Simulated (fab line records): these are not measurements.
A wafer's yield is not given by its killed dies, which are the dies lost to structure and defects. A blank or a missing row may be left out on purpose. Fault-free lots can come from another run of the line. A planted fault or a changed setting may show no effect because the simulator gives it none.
8D (eight disciplines) problem report, filled in by code + flow sky130 + the parts of the form that need people (team, actions taken, sign-off) are left out

## 1. WHAT WENT WRONG
Wafers free of any fault read 0.5 nm (standard deviation 1.5) for GATE_OXIDE_OVL at SKY_GATE_OXIDE_OVL_MEAS_10, against a mean of 157.9 nm on 12 wafers of 4 lots. That is +99 or more standard deviations from the usual mean.
First observed at day 16 19:44: wafer L398.3, on overlay-01. At this step, 36 wafers from 12 lots have a number in the record. Rule for "out", or "out of limits": more than 4 standard deviations from the usual mean. The rest of the wafers with a number are treated as sound.

## 2. WHAT IT IS AND WHAT IT IS NOT
| question                    | is                     | is not                                                                          |
|-----------------------------|------------------------|---------------------------------------------------------------------------------|
| which readings at this step | GATE_OXIDE_OVL         | -                                                                               |
| which lots                  | L398, L399, L400, L401 | L389, L390, L391, L394, L395, L404, L410, L412                                  |
| which wafers of those lots  | all that have a number | -                                                                               |
| read on which gauges        | overlay-01, overlay-02 | -                                                                               |
| when                        | from day 16 19:44      | up to then (15 sound wafers); but 9 sound wafers of L404, L410, L412 came after |

## 3. THE SUSPECTS, EACH WITH WHAT RULES IT OUT
Counting: a tool stays on the suspect list if, at a process step up to the reading, it processed all lots that are out and no sound lot following the first of them.
- ruled out: the gauge at SKY_GATE_OXIDE_OVL_MEAS_10. 2 gauges (overlay-01, overlay-02) read the wafers that are out.
- iline stepper-02 at SKY_GATE_OXIDE_EXPOSE_07 (exposes mask LVOM, target cd 600 nm): kept. It ran every lot that is out, first L398 (day 16 05:23), and no sound lot after that; its last sound lot up to then is L389 (day 12 23:04).
Remaining after the count: iline stepper-02 at SKY_GATE_OXIDE_EXPOSE_07.

## 4. THE CAUSE (what the simulator had put in)
Scanner matching overlay: iline stepper-02, from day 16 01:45 on, at SKY_GATE_OXIDE_EXPOSE_07. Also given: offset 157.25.
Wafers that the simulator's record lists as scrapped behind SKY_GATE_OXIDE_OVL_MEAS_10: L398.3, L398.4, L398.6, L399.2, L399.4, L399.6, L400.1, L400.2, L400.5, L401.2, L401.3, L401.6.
Only this tool survived the counting.

## 5. SEQUENCE OF EFFECTS, ordered by route
Rows list readings where the struck wafers' mean (over those with a number) sits beyond 3 standard deviations from the usual. Readings are gone through only where the record gives a usual standard deviation; hours: the median, over the lots, of the time from a lot's start at the first step in this table giving one to that lot's start at this step; sigmas: the change measured in usual standard deviations.
| hours | step                       | reading        | usual  | on struck wafers | change | sigmas      |
|-------|----------------------------|----------------|--------|------------------|--------|-------------|
| 0     | SKY_GATE_OXIDE_OVL_MEAS_10 | GATE_OXIDE_OVL | 0.5 nm | 157.9            | +157.4 | +99 or more |

## 6. WHAT WOULD HAVE CAUGHT IT SOONER
The first out-of-limits reading at a measuring or inspecting step in this record came at day 16 19:44, 18 hours after the fault's start at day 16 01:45.
Tool readings at SKY_GATE_OXIDE_EXPOSE_07 with a usual standard deviation given in the record: none out on any struck wafer, hence no alarm at a limit of 4 standard deviations on them.
Lots out: 4; of these, L400, L401 started SKY_GATE_OXIDE_EXPOSE_07 on iline stepper-02 after day 16 19:44. A hold on the tool at that time would have spared those 2.
